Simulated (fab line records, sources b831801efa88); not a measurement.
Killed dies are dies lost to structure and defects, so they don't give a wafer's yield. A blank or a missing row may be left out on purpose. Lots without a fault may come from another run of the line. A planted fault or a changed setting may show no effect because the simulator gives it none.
Which tool did it? | flow gf180mcu | 13 lots, 39 wafers sampled, at 4 steps of a route of 602

WHAT THE GAUGES READ, wafer by wafer
GF_HV_LDD_OVL_MEAS_47. Usual: HV_LDD_03_OVL -0.9 nm, standard deviation 1.5.
lot  | measured     | on         | HV_LDD_03_OVL (nm) | flag
L945 | day 12 14:15 | overlay-01 | -0.1 -2.3 -0.3     |
L946 | day 12 16:54 | overlay-02 | 0.0 1.1 0.9        |
L947 | day 13 05:40 | overlay-01 | -0.4 0.1 -2.2      |
L948 | day 13 14:34 | overlay-01 | -2.0 -0.8 -0.3     |
L949 | day 13 20:35 | overlay-02 | -1.4 -2.7 -3.3     |
L950 | day 13 22:38 | overlay-02 | -1.4 -1.9 -1.1     |
L951 | day 14 05:13 | overlay-01 | 0.0 -2.3 0.4       |
L952 | day 14 18:08 | overlay-01 | -5.0 -3.7 -4.4     |
L953 | day 15 00:25 | overlay-02 | -1.1 -2.1 -2.2     |
L954 | day 15 08:14 | overlay-01 | 1.4 -0.2 0.5       |
L957 | day 16 06:32 | overlay-02 | 0.2 -1.8           |
L961 | day 17 18:00 | overlay-01 | 0.0                |
L965 | day 19 01:02 | overlay-01 | -2.0 0.1 0.7       |

GF_PSD_CD_MEAS_07: target cd 400 nm. Usual: cd_nm 399.5 nm, standard deviation 1.7.
lot  | measured     | on        | cd_nm (nm)        | flag
L945 | day 14 11:08 | cd_sem-02 | 399.2 398.5 398.3 |
L946 | day 14 13:11 | cd_sem-02 | 399.8 400.7 400.8 |
L947 | day 15 03:24 | cd_sem-02 | 400.8 398.2 400.5 |
L948 | day 15 12:22 | cd_sem-01 | 401.0 399.8 397.7 |
L949 | day 15 18:31 | cd_sem-02 | 398.4 399.8 398.1 |
L950 | day 15 20:56 | cd_sem-01 | 399.0 400.1 399.5 |
L951 | day 16 05:05 | cd_sem-02 | 401.7 401.5 400.4 |
L952 | day 16 17:23 | cd_sem-01 | 397.7 400.2 399.1 |
L953 | day 17 00:42 | cd_sem-02 | 398.6 400.0 399.1 |
L954 | day 17 07:39 | cd_sem-01 | 398.5 400.1 399.0 |
L957 | day 18 09:17 | cd_sem-01 | 399.4 399.1       |
L961 | day 19 22:08 | cd_sem-01 | 397.7             |
L965 | day 21 04:38 | cd_sem-02 | 399.2 399.4 396.0 |

GF_M1_CD_MEAS_14: target cd 230 nm. Usual: cd_nm 230.1 nm, standard deviation 0.93.
lot  | measured     | on        | cd_nm (nm)        | flag
L945 | day 17 10:44 | cd_sem-02 | 231.2 230.6 230.4 |
L946 | day 17 11:40 | cd_sem-01 | 230.5 229.3 229.2 |
L947 | day 18 03:19 | cd_sem-02 | 230.1 229.9 230.0 |
L948 | day 18 13:50 | cd_sem-01 | 231.9 230.6 232.3 |
L949 | day 18 19:52 | cd_sem-01 | 230.4 230.4 231.2 |
L950 | day 18 21:39 | cd_sem-01 | 229.5 228.8 229.2 |
L951 | day 19 07:14 | cd_sem-02 | 230.8 230.7 230.2 |
L952 | day 19 19:59 | cd_sem-02 | 230.1 230.6 230.0 |
L953 | day 20 04:21 | cd_sem-01 | 230.9 229.6 229.0 |
L954 | day 20 10:52 | cd_sem-02 | 228.7 228.5 229.8 |
L957 | day 21 12:29 | cd_sem-02 | 229.7 229.1       |
L961 | day 22 23:59 | cd_sem-01 | 230.3             |
L965 | day 24 05:47 | cd_sem-02 | 231.0 231.7 231.5 |

WHICH TOOL RAN EACH LOT (tool, then ch and the chambers of the sampled wafers, then the start)
lot  | GF_POLY_GATE_ETCH_13
L945 | rie_si-02 ch 1,2, day 9 09:02
L946 | rie_si-01 ch 0,3, day 9 12:51
L947 | rie_si-01 ch 0,1, day 10 00:23
L948 | rie_si-01 ch 0,3, day 10 07:33
L949 | rie_si-02 ch 0,3, day 10 11:36
L950 | rie_si-02 ch 0,1,2, day 10 15:02
L951 | rie_si-01 ch 1,3, day 10 21:45
L952 | rie_si-01 ch 1,2,3, day 11 07:21
L953 | rie_si-02 ch 2,3, day 11 13:42
L954 | rie_si-02 ch 1,2,3, day 11 20:51
L957 | rie_si-01 ch 2,3, day 12 15:52
L961 | rie_si-01 ch 1,2,3, day 13 23:02
L965 | rie_si-02 ch 0,2, day 15 01:57
- GF_POLY_GATE_ETCH_13: etches poly-Si in HBr/Cl2, stops on SiO2, target depth 198.5 nm, time 69.6 s.

WHAT THE TOOLS THEMSELVES READ (means of the sampled wafers that have a number; where no wafer has one, the mark that the record gives instead)
GF_POLY_GATE_ETCH_13. Usual: drypump_motor_current_A 5.53 A, standard deviation 0.17; oes_product_au 0.992 a.u., standard deviation 0.0075; run_length_s 98.1 s, standard deviation 0.43; throttle_valve_pct 33.684 %, standard deviation 0.0085.
lot  | tool      | drypump_motor_current_A (A) | oes_product_au (a.u.) | run_length_s (s) | throttle_valve_pct (%) | flag
L945 | rie_si-02 | 5.39                        | 0.984                 | 98.2             | 33.680                 |
L946 | rie_si-01 | 5.62                        | 0.992                 | 98.3             | 33.681                 |
L947 | rie_si-01 | 5.70                        | 0.989                 | 98.0             | 33.679                 |
L948 | rie_si-01 | 5.68                        | 0.996                 | 98.4             | 33.687                 |
L949 | rie_si-02 | 5.55                        | 0.995                 | 98.4             | 33.683                 |
L950 | rie_si-02 | 5.43                        | 0.997                 | 98.2             | 33.685                 |
L951 | rie_si-01 | 5.71                        | 0.992                 | 97.6             | 33.688                 |
L952 | rie_si-01 | 5.56                        | 0.999                 | 98.0             | 33.681                 |
L953 | rie_si-02 | 5.55                        | 0.996                 | 98.2             | 33.680                 |
L954 | rie_si-02 | 5.44                        | 0.988                 | 98.0             | 33.686                 |
L957 | rie_si-01 | 5.42                        | 1.006                 | 91.9             | 33.689                 | OFF
L961 | rie_si-01 | 5.56                        | 1.003                 | 84.8             | 33.697                 | OFF
L965 | rie_si-02 | 5.53                        | 0.994                 | 98.4             | 33.683                 |

THE ANSWER, worked out from the rows above alone
Rule: a lot is off if the mean of its wafers that have a number lies more than 3 standard deviations from the usual mean. A lot without any number at a reading at which 4 lots or more have one is off too. The other lots that the step has rows for count as sound. The gauges are gone through in route order, then the tools' own readings, and for those a lot's mean is taken as printed above. The first step at which some lot is off is used, and at that step the reading that is off furthest; a lot without a number counts as furthest.
Off: L957, L961, at GF_POLY_GATE_ETCH_13 (run_length_s).
A tool fits if, at that step or a process step before it, it ran every lot that is off, and no sound lot after the first of them. One fits: rie_si-01 at GF_POLY_GATE_ETCH_13. Its last sound lot is L952 (day 11 07:21), its first lot that is off L957 (day 12 15:52): a fault that began between those two fits.
The tool's own readings at GF_POLY_GATE_ETCH_13 bear it out: on the lots that are off they differ by more than 5 times the standard deviation of the sound lots' means. run_length_s reads 88.3 s there against 98.2 s on the sound lots.

WHAT THE SIMULATOR HAD PUT IN
Process parameter drift: rie_si-01, from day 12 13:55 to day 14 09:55, at GF_POLY_GATE_ETCH_13. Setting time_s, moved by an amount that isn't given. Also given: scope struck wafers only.
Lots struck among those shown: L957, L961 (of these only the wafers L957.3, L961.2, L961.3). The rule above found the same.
